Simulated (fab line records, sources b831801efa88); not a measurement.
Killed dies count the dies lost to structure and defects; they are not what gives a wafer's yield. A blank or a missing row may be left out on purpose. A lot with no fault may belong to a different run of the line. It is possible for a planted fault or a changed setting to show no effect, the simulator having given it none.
The tool behind it: which one? | flow gf180mcu | 6 lots with 17 wafers sampled at 4 steps, on a route of 602 steps

## WHAT EACH GAUGE READ, for each wafer
GF_TOP_METAL_CD_MEAS_14 targets a cd of 440 nm.
lot  | measured     | on        | cd_nm (nm)
L102 | day 28 03:05 | cd_sem-02 | 438.6 439.2 437.2
L107 | day 29 23:41 | cd_sem-02 | 440.7 436.6 439.5
L116 | day 32 14:18 | cd_sem-01 | 458.2 442.4
L120 | day 33 08:55 | cd_sem-01 | 436.3 438.6 438.9
L122 | day 33 21:37 | cd_sem-02 | 439.8 441.7 440.2
L124 | day 34 07:06 | cd_sem-01 | 438.8 439.2 442.6

## WHICH TOOL RAN EACH LOT (tool, then ch and the chambers of the sampled wafers, then the start)
lot  | GF_MIM_SPUTTER_00            | GF_M5_ETCH_09                      | GF_TOP_METAL_DEVELOP_13
L102 | pvd_sputter-03, day 24 11:35 | rie_diel-03 ch 0,1,3, day 26 07:43 | litho_track-02 ch 0, day 28 02:56
L107 | pvd_sputter-04, day 26 13:53 | rie_diel-03 ch 1,2,3, day 28 07:07 | litho_track-02 ch 0, day 29 23:32
L116 | pvd_sputter-02, day 29 11:19 | rie_diel-04 ch 2,3, day 31 00:31   | litho_track-02 ch 0, day 32 14:05
L120 | pvd_sputter-02, day 30 08:52 | rie_diel-02 ch 1,2,3, day 31 21:19 | litho_track-04 ch 0, day 33 08:46
L122 | pvd_sputter-03, day 30 23:32 | rie_diel-04 ch 1,2,3, day 32 10:44 | litho_track-03 ch 0, day 33 21:28
L124 | pvd_sputter-02, day 31 10:24 | rie_diel-02 ch 1,3, day 32 21:04   | litho_track-03 ch 0, day 34 06:58
- GF_MIM_SPUTTER_00: material Ti, target thk 37.5 nm, time 150 s.
- GF_M5_ETCH_09: etches Si3N4 in CF4/O2, target depth 52 nm, time 11.6 s.
- GF_TOP_METAL_DEVELOP_13: develop time 60 s.

## THE ANSWER, worked out from the rows above alone
Rule: the lots themselves supply what counts as usual. Put in order of their means at a reading, lots are off if they are a third of the lots or fewer, leave a main group of 4 or more, and stand apart from it by a gap of 3 or more times the standard deviation of the main group's means; of several such gaps the widest counts. The tables above print the reading to a certain number of digits; a main group whose means all agree to those digits is not used. Also off: a lot with no number at a reading for which 4 or more lots have one. The other lots that the step has rows for count as sound.
Off at GF_TOP_METAL_CD_MEAS_14 (cd_nm): L116. Mean 439.2 nm and standard deviation 1 in the main group.
A tool fits if, at a process step before that reading, it ran every lot that is off, and no sound lot after the first of them. The gauges at GF_TOP_METAL_CD_MEAS_14 are tried like those tools. One fits: GF_TOP_METAL_DEVELOP_13 on litho_track-02. Its last sound lot is L107 (day 29 23:32), its first lot that is off L116 (day 32 14:05): a fault that began between those two fits.

## WHAT THE SIMULATOR PUT IN
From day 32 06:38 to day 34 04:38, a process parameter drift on litho_track-02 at GF_TOP_METAL_DEVELOP_13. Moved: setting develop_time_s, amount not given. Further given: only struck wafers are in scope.
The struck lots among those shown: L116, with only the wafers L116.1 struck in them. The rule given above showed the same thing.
